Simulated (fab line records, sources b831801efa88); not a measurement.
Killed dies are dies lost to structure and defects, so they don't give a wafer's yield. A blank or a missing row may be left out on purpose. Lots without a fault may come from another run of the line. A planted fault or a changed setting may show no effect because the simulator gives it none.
A struck lot beside a sound one | flow gf180mcu | 44 steps out of a route of 602
Sound: wafers L460.2, L460.4, L460.6. Struck: wafers L467.1, L467.5, L467.6. The cause comes at the end.
At each step with rows: each side's tool, then ch and its chambers, then its first start. Under that, the readings that differ: sound wafers | struck wafers | difference of the means | sigmas: that difference in standard deviations of wafers without a fault.
alike: readings whose means differ by less than 2 such deviations, and words and numbers that are the same on both sides. not compared: withheld readings, readings that some wafer has no value for, bounds like >300 that may hide the same value, and numbers for which the record gives no deviation and whose values overlap.
The two part at a step that has a row with sigmas, a row that says differs or no value, or rows on one side only. Numbers that don't overlap but have no deviation are shown without sigmas and don't part them. A reading that every wafer of one side lacks parts them only if that side has two wafers or more.

first, 3 steps without rows for these wafers: GF_V1_STRIP_19 (strips in post etch residue remover, time 1200 s); GF_V1_CLEAN_20 (cleans in DIW); GF_V1_SPUTTER_21 (material Ti, target thk 15 nm, time 83.33 s).
GF_V1_SPUTTER_22: material TiN, target thk 10 nm, time 40 s.
  sound on pvd_sputter-04, day 21 17:20; struck on pvd_sputter-03, day 24 02:25
  alike: throttle_valve_pct
GF_V1_CVD_23: deposits W, target thk 350 nm, time 105.05 s.
  sound on cvd_w-02 ch 0,1, day 21 17:23; struck on cvd_w-02 ch 0,1, day 24 02:26
  alike: heater_power_w
  not compared: since_wet_clean_h
GF_V1_RS_MEAS_24: measures by four-point-probe.
  sound on film_metro-04, day 21 17:31; struck on film_metro-04, day 24 02:34
  alike: V1_W_RS
GF_V1_THK_MEAS_25: measures by xrf.
  sound on film_metro-04, day 21 17:37; struck on film_metro-04, day 24 02:41
  alike: V1_W_THK
then, 1 step without rows for these wafers: GF_V1_CMP_26 (polishes, stops on SiO2, t overpolish 15 s, target thk 0 nm).
GF_M2_SPUTTER_00: material Ti, target thk 37.5 nm, time 150 s.
  sound on pvd_sputter-01, day 21 17:58; struck on pvd_sputter-01, day 24 03:02
  alike: throttle_valve_pct
GF_M2_SPUTTER_01: material TiN, target thk 30 nm, time 25 s.
  sound on pvd_sputter-01, day 21 18:04; struck on pvd_sputter-01, day 24 03:08
  alike: throttle_valve_pct
GF_M2_SPUTTER_02: material AlCu, target thk 450 nm, time 23.9 s.
  sound on pvd_sputter-01, day 21 18:06; struck on pvd_sputter-01, day 24 03:10
  alike: throttle_valve_pct
then, 1 step without rows for these wafers: GF_M2_SPUTTER_03 (material Ti, target thk 10 nm, time 6.886 s).
GF_M2_SPUTTER_04: material TiN, target thk 50 nm, time 41.7 s.
  sound on pvd_sputter-01, day 21 18:09; struck on pvd_sputter-01, day 24 03:13
  reading                                | sound             | struck          | difference | sigmas
  model.TiN_of_M2_SPUTTER_04.thk_nm (nm) | 50.01 50.31 50.43 | 42.3 42.43 41.9 | -8.0       |
  alike: throttle_valve_pct
GF_M2_RS_MEAS_05: measures by four-point-probe.
  sound on film_metro-04, day 21 18:13; struck on film_metro-03, day 24 03:16
  alike: M2_ALCU_RS
GF_M2_THK_MEAS_06: measures by xrf.
  sound on film_metro-04, day 21 18:19; struck on film_metro-03, day 24 03:23
  reading          | sound       | struck      | difference | sigmas
  M2_ALCU_THK (nm) | 443 446 444 | 463 462 461 | +18        | +4
then, 7 steps without rows for these wafers: GF_M2_DEHYDRATE_07 (time 60 s); GF_M2_HMDS_08 (prime time 60 s); GF_M2_COAT_09 (resist thk 1000 nm); GF_M2_SOFTBAKE_10 (time 60 s); GF_M2_EXPOSE_11 (exposes mask Metal2, target cd 280 nm); GF_M2_PEB_12 (peb time 90 s); GF_M2_DEVELOP_13 (develop time 60 s).
GF_M2_CD_MEAS_14: target cd 280 nm.
  sound on cd_sem-01, day 22 16:43; struck on cd_sem-02, day 25 01:28
  alike: cd_nm
GF_M2_OVL_MEAS_15:
  sound on overlay-01, day 22 16:50; struck on overlay-01, day 25 01:35
  alike: M2_OVL
then, 5 steps without rows for these wafers: GF_M2_METAL_ETCH_16 (etches the open film in Cl2/BCl3, stops on SiO2, target depth 750.8 nm, time 125.1 s); GF_M2_STRIP_17 (strips in O2/N2); GF_M2_STRIP_18 (strips in post etch residue remover, time 1200 s); GF_M2_CLEAN_19 (cleans in DIW); GF_V2_CVD_00 (deposits SiO2, target thk 600 nm, time 100 s).
GF_V2_THK_MEAS_01:
  sound on film_metro-03, day 22 17:36; struck on film_metro-02, day 25 02:23
  alike: V2_CVD_00_THK
then, 1 step without rows for these wafers: GF_V2_CVD_02 (deposits SiO2 from TEOS, target thk 850 nm, time 94.851 s).
GF_V2_THK_MEAS_03:
  sound on film_metro-02, day 22 17:44; struck on film_metro-02, day 25 02:31
  alike: V2_CVD_02_THK
then, 1 step without rows for these wafers: GF_V2_CMP_04 (polishes SiO2).
GF_V2_BOW_MEAS_05:
  sound on film_metro-03, day 22 18:06; struck on film_metro-02, day 25 02:53
  alike: V2_BOW
then, 8 steps without rows for these wafers: GF_V2_DEHYDRATE_06 (time 60 s); GF_V2_HMDS_07 (prime time 60 s); GF_V2_COAT_08; GF_V2_COAT_09 (resist thk 1000 nm); GF_V2_SOFTBAKE_10 (time 60 s); GF_V2_EXPOSE_11 (exposes mask Via2, target cd 260 nm); GF_V2_PEB_12 (peb time 90 s); GF_V2_DEVELOP_13 (develop time 60 s).
GF_V2_STRIP_19: strips in post etch residue remover, time 1200 s.
  sound on wet_bench-03 ch 3, day 23 16:59; struck on wet_bench-03 ch 1, day 26 00:53
  reading                                | sound             | struck            | difference | sigmas
  model.TiN_of_M2_SPUTTER_04.thk_nm (nm) | 49.17 49.47 49.59 | 41.46 41.59 41.06 | -8.04      |
then, 1 step without rows for these wafers: GF_PASSIVATION_PROBE_99.

WHERE THEY PART
Only at GF_M2_THK_MEAS_06, within this record. Later steps at which nothing parts them and some readings are alike: GF_M2_CD_MEAS_14, GF_M2_OVL_MEAS_15, GF_V2_THK_MEAS_01, GF_V2_THK_MEAS_03, GF_V2_BOW_MEAS_05.

WHY: what the simulator had put in
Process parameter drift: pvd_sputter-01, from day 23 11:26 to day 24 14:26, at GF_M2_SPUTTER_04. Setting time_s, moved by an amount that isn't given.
